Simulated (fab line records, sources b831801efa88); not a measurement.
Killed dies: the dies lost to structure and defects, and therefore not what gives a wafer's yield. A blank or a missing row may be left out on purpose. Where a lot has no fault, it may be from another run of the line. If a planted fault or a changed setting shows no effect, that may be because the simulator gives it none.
A single fault, viewed from 2 desks | flow sky130 | each desk holds nothing but its own numbers, with what lay behind them at the end

## METROLOGY DESK
Lot by lot, what the gauges showed, no matter which tool ran the lot: averages of those sampled wafers that carry a number. Any lot whose mean is over 4 standard deviations away from the usual mean is out of limits and marked OUT; that distance is given in the brackets.
Columns: A = VIA1_HDPCVD_THK at SKY_VIA1_THK_MEAS_01, usual 1060 nm; B = VIA1_W_RS at SKY_VIA1_RS_MEAS_22, usual 0.426 ohm/sq; C = VIA1_W_THK at SKY_VIA1_THK_MEAS_23, usual 258 nm
lot  | first seen here | A    | B     | C
L999 | day 32 04:26    | 1054 | 0.427 | 256
L100 | day 32 11:53    | 1068 | 0.426 | 257
L102 | day 33 18:37    | 1044 | 0.421 | 262
L103 | day 34 03:02    | 1059 | 0.427 | 257
L106 | day 35 03:32    | 1052 | 0.424 | 261
L107 | day 35 05:41    | 1065 | 0.426 | 259
L108 | day 35 13:59    | 1055 | 0.428 | 257
L114 | day 37 09:39    | 1047 | 0.431 | 253
L118 | day 39 22:07    | 1055 | 0.429 | 261
L117 | day 39 23:42    | 1050 | 0.428 | 256
L122 | day 40 08:12    | 1061 | 0.426 | 262
Finding of this desk: none of the 11 lots has anything out of limits.

## FOR THE TOOL OWNER'S DESK: cvdW-02
The tool's own readings at SKY_VIA1_CVD_21 (deposits W, target thk 270 nm, time 80.902 s): means of the sampled wafers that have a number, for each lot that ran on this tool. Any lot whose mean is over 4 standard deviations away from the usual mean is out of limits and marked OUT; that distance is given in the brackets.
Columns: A = heaterPowerW at SKY_VIA1_CVD_21, usual 814 W
lot  | first seen here | A
L102 | day 34 21:20    | 790
L103 | day 35 06:26    | 816
L107 | day 36 10:02    | 816
L108 | day 36 17:10    | 835
L114 | day 38 12:05    | 846
Finding of this desk: none of the 5 lots has anything out of limits.

## ALL TOGETHER
From the metrology desk's view, nothing was out of limits.
The desk of the tool owner found nothing out of limits.

## WHAT HAD BEEN PUT IN BY THE SIMULATOR
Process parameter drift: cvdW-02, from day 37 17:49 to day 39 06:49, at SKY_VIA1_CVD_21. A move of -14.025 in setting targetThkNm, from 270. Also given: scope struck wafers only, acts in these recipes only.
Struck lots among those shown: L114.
